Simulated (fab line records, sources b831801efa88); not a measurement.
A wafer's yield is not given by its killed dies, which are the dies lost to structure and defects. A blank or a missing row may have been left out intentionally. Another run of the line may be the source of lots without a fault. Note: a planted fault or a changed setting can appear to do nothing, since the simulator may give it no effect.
Which tool was responsible? :: flow gf180mcu :: 6 lots with 18 wafers sampled at 3 steps, on a route of 602 steps

== WHAT THE GAUGES SHOWED, per wafer ==
GF_V2_THK_MEAS_03.
lot: L499
measured: day 20 11:20
on: filmMetro-03
V2_CVD_02_THK (nm): 867 877 867

lot: L504
measured: day 22 02:26
on: filmMetro-04
V2_CVD_02_THK (nm): 862 854 875

lot: L508
measured: day 23 05:59
on: filmMetro-02
V2_CVD_02_THK (nm): 841 850 853

lot: L515
measured: day 25 12:56
on: filmMetro-04
V2_CVD_02_THK (nm): 834 856 857

lot: L517
measured: day 26 09:24
on: filmMetro-03
V2_CVD_02_THK (nm): 828 830 848

lot: L520
measured: day 26 21:17
on: filmMetro-04
V2_CVD_02_THK (nm): 835 834 851

== TOOL THAT RAN EACH LOT (tool first, then ch and the chambers of the sampled wafers, then the start) ==
lot: L499
GF_M2_SPUTTER_02: pvdSputter-03, day 19 09:58
GF_V2_CVD_02: pecvd-04 ch 0,2, day 20 11:15

lot: L504
GF_M2_SPUTTER_02: pvdSputter-02, day 21 01:04
GF_V2_CVD_02: pecvd-01 ch 0,1, day 22 02:22

lot: L508
GF_M2_SPUTTER_02: pvdSputter-01, day 22 06:16
GF_V2_CVD_02: pecvd-02 ch 0,1, day 23 05:55

lot: L515
GF_M2_SPUTTER_02: pvdSputter-01, day 24 14:45
GF_V2_CVD_02: pecvd-01 ch 0,2, day 25 12:52

lot: L517
GF_M2_SPUTTER_02: pvdSputter-03, day 25 11:33
GF_V2_CVD_02: pecvd-01 ch 1,2, day 26 09:19

lot: L520
GF_M2_SPUTTER_02: pvdSputter-02, day 25 23:57
GF_V2_CVD_02: pecvd-02 ch 1,2, day 26 21:13
- GF_M2_SPUTTER_02: material AlCu, target thk 450 nm, time 23.9 s.
- GF_V2_CVD_02: deposits SiO2 from TEOS, target thk 850 nm, time 94.851 s.

== THE ANSWER, worked out from the rows above alone ==
Rule: what is usual is taken from the lots themselves. Put in order of their means at a reading, lots are off if they are a third of the lots or fewer, leave a main group of 4 or more, and stand apart from it by a gap of 3 or more times the standard deviation of the main group's means; of several such gaps the widest counts. Not used: any main group whose means are identical at the precision the tables above print for the reading. Also off: a lot with no number at a reading for which 4 or more lots have one. The other lots that the step has rows for count as sound.
No lot is off on any of the readings shown, so nothing can be concluded from this.

== WHAT WAS PUT IN BY THE SIMULATOR ==
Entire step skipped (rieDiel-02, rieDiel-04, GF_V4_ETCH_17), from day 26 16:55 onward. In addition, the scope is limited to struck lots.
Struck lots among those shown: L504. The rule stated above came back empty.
